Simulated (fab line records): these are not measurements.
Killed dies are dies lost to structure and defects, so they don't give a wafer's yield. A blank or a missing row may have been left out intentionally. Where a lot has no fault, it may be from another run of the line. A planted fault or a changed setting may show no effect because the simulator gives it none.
Comparing a struck lot with a sound one -- flow sky130 -- 17 out of 708 route steps
Sound: these wafers, L399.2, L399.3, L399.4. Struck: wafer L401.5; the same lot's L401.2 was not struck, so it is left out; see the end for the cause.
At each step with rows: each side's tool, then ch and its chambers, then its first start. Under that, the readings that differ: sound wafers -- struck wafers -- difference of the means -- sigmas: that difference in standard deviations of wafers without a fault.
alike: same words and numbers on both sides, and readings whose means sit less than 2 such deviations apart. not compared: any withheld reading, any reading some wafer has no value for, any bound like >300 that may hide the same value, and any number with overlapping values for which the record gives no deviation.
The two part at a step that has a row with sigmas, a row that says differs or no value, or rows on one side only. Non-overlapping numbers with no deviation appear without sigmas and do not part them. A reading missing from all wafers of one side parts the sides only when that side holds two or more wafers.

first, 2 steps without rows for these wafers: SKY_LOCAL_INTERCONNECT_PEB_09; SKY_LOCAL_INTERCONNECT_DEVELOP_10 (develop time 60 s).
SKY_LOCAL_INTERCONNECT_CD_MEAS_11: target cd 170 nm.
  sound on cd sem-02, day 30 02:22; struck on cd sem-01, day 30 17:53
reading,sound,struck,difference,sigmas
cd nm (nm),171.4 172.6 172.4,168.3,-3.8,-3
SKY_LOCAL_INTERCONNECT_OVL_MEAS_12:
  sound on overlay-02, day 30 02:28; struck on overlay-01, day 30 17:59
  alike: LOCAL_INTERCONNECT_OVL
SKY_LOCAL_INTERCONNECT_ETCH_13: etches BARC in N2/H2, stops on SiO2, time 45.9 s, target depth 60 nm.
  sound on rie metal-04 ch 0,1, day 30 02:30; struck on rie metal-01 ch 0, day 30 18:02
  alike: bias w, chamber pressure mTorr, drypump motor current A, h2 flow sccm, oes product au, throttle valve pct
  not compared: rf hours counter h
SKY_LOCAL_INTERCONNECT_METAL_ETCH_14: etches TiN in Cl2/BCl3, stops on PSG, target depth 110 nm, time 31.4 s.
  sound on rie metal-04 ch 0,1, day 30 02:34; struck on rie metal-01 ch 0, day 30 18:10
  alike: bias w, chamber pressure mTorr, drypump motor current A, mfc cl2 sccm, oes product au, throttle valve pct
  not compared: rf hours counter h
SKY_LOCAL_INTERCONNECT_STRIP_15: strips in O2/N2.
  sound on plasma asher-02 ch 0,1, day 30 02:37; struck on plasma asher-01 ch 1, day 30 18:15
  alike: chamber pressure mTorr, drypump motor current A, oes product au, strip time to endpoint s
  not compared: rf hours counter h
then, 3 steps without rows for these wafers: SKY_LOCAL_INTERCONNECT_STRIP_16 (strips in post etch residue remover, time 1200 s); SKY_LOCAL_INTERCONNECT_CLEAN_17 (cleans in IPA, time 180 s); SKY_LOCAL_INTERCONNECT_CLEAN_18 (cleans in O3/DIW).
SKY_CONTACT_CVD_00: deposits Si3N4, target thk 75 nm.
  sound on pecvd-02 ch 1,2, day 30 03:12; struck on pecvd-03 ch 2, day 30 18:53
reading,sound,struck,difference,sigmas
heater power outer w (W),342 403 350,475,+110,+2
heater power w (W),613 675 599,801,+172,+3
SKY_CONTACT_THK_MEAS_01:
  sound on film metro-03, day 30 03:15; struck on film metro-03, day 30 18:55
  alike: CONTACT_CVD_00_THK
SKY_CONTACT_HDPCVD_02: deposits SiO2, target thk 565 nm, time 94.2 s.
  sound on hdpcvd-02 ch 0,1,2, day 30 03:18; struck on hdpcvd-02 ch 1, day 30 18:58
reading,sound,struck,difference,sigmas
run length s (s),121.9 121.2 122.5,96.7,-25.2,-50
model.SiO2_of_CONTACT_HDPCVD_02.thk nm (nm),558.8 564 569.1,410.5,-153.5,
SKY_CONTACT_THK_MEAS_03:
  sound on film metro-02, day 30 03:22; struck on film metro-01, day 30 19:18
reading,sound,struck,difference,sigmas
CONTACT_HDPCVD_THK (nm),559 564 569,410,-154,-31
  not compared: hold
SKY_CONTACT_CMP_04: polishes SiO2.
  sound on cmp-01 ch 0,2,3, day 30 03:25; struck on cmp-01 ch 0, day 31 06:02
reading,sound,struck,difference,sigmas
hold,- - -,await dispo/10.1h/release,no value on the sound wafers,
time to endpoint s (s),77 87 85,24,-59,-15
  alike: head pressure psi, motor current A
SKY_CONTACT_BOW_MEAS_05:
  sound on film metro-01, day 30 03:44; struck on film metro-01, day 31 06:16
  alike: CONTACT_BOW
-- the record jumps here: 15 days lie between the struck wafers' starts before and after (it left off in module CONTACT and takes up again in module PAD_OPEN, whose first step shown is number 708 of the route) --
SKY_PAD_OPEN_PROBE_99:
  sound on prober-02, day 45 12:40; struck on prober-02, day 46 00:27
reading,sound,struck,difference,sigmas
killed short,40 32 35,51,+15,+2
  alike: killed_at_M0_to_M3, killed_at_M4_up, killed at contacts, killed at front end, killed at other, killed dies, killed on rim, killed open
  not compared: model.etest.met1 comb.leak log10 a um

## WHERE THEY PART
Last at SKY_PAD_OPEN_PROBE_99 as far as this record goes, first at SKY_LOCAL_INTERCONNECT_CD_MEAS_11.

WHY: what the simulator had put in
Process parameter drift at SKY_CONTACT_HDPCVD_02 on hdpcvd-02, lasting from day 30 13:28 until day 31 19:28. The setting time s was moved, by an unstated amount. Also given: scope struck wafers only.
